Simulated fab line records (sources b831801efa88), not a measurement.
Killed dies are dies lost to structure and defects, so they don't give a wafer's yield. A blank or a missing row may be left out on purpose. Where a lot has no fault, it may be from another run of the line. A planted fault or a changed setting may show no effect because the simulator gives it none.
Chamber matching :: flow sky130 :: 4 sister chambers for SKY_VIA3_CMP_24 on cmp-02
The step polishes, stops on SiO2, t overpolish 20 s, target thk 0 nm. 8 wafers are shown with their chamber, then 10 later ones without.

WAFERS PAIRED WITH THEIR CHAMBERS
wafer: L287.4
chamber: 0
motor_current_A (A): 9.9
time_to_endpoint_s (s): 96

wafer: L294.4
chamber: 3
motor_current_A (A): 9.4
time_to_endpoint_s (s): 95

wafer: L295.5
chamber: 1
motor_current_A (A): 10.4
time_to_endpoint_s (s): 91

wafer: L297.1
chamber: 3
motor_current_A (A): 9.2
time_to_endpoint_s (s): 94

wafer: L297.2
chamber: 0
motor_current_A (A): 9.9
time_to_endpoint_s (s): 98

wafer: L297.6
chamber: 2
motor_current_A (A): 9.3
time_to_endpoint_s (s): 96

wafer: L298.1
chamber: 1
motor_current_A (A): 10.4
time_to_endpoint_s (s): 89

wafer: L298.2
chamber: 2
motor_current_A (A): 9.3
time_to_endpoint_s (s): 100

WAFERS WITH NO CHAMBER GIVEN
wafer: L298.6
motor_current_A (A): 8.9
time_to_endpoint_s (s): 95

wafer: L300.1
motor_current_A (A): 10.7
time_to_endpoint_s (s): 87

wafer: L300.2
motor_current_A (A): 9.2
time_to_endpoint_s (s): 96

wafer: L300.5
motor_current_A (A): 9.2
time_to_endpoint_s (s): 96

wafer: L301.3
motor_current_A (A): 10.4
time_to_endpoint_s (s): 92

wafer: L301.4
motor_current_A (A): 10.4
time_to_endpoint_s (s): 97

wafer: L301.6
motor_current_A (A): 9.3
time_to_endpoint_s (s): 94

wafer: L302.1
motor_current_A (A): 10.8
time_to_endpoint_s (s): 90

wafer: L302.3
motor_current_A (A): 10.1
time_to_endpoint_s (s): 99

wafer: L302.5
motor_current_A (A): 10.5
time_to_endpoint_s (s): 91

THE CHAMBER EACH PASSED THROUGH
wafer: L298.6
from the rows above: can't be placed: 3 or 2
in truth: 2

wafer: L300.1
from the rows above: 1
in truth: 1

wafer: L300.2
from the rows above: can't be placed: 3 or 2
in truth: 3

wafer: L300.5
from the rows above: can't be placed: 3 or 2
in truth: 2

wafer: L301.3
from the rows above: 1
in truth: 1

wafer: L301.4
from the rows above: 1
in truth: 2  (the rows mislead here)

wafer: L301.6
from the rows above: can't be placed: 3 or 2
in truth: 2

wafer: L302.1
from the rows above: 1
in truth: 1

wafer: L302.3
from the rows above: 0
in truth: 0

wafer: L302.5
from the rows above: 1
in truth: 1
Correctly placed: 5 of 10. Cannot be placed on the basis of these rows: 4; the candidates contain the true chamber in 4. Number placed wrongly: 1.
How it was worked out, from the rows above alone: a wafer's distance from a chamber is the root of the sum, over the readings, of the square of ((its reading less the chamber's mean) divided by the reading's scatter). The wafer belongs to the nearest chamber; if the next one is less than 2 further off, it can't be placed. The mean given for a chamber averages the wafers shown for that chamber. The scatter is the square root of a quotient: the sum, over the shown wafers, of each reading's squared deviation from its chamber's mean, divided by wafers minus chambers.
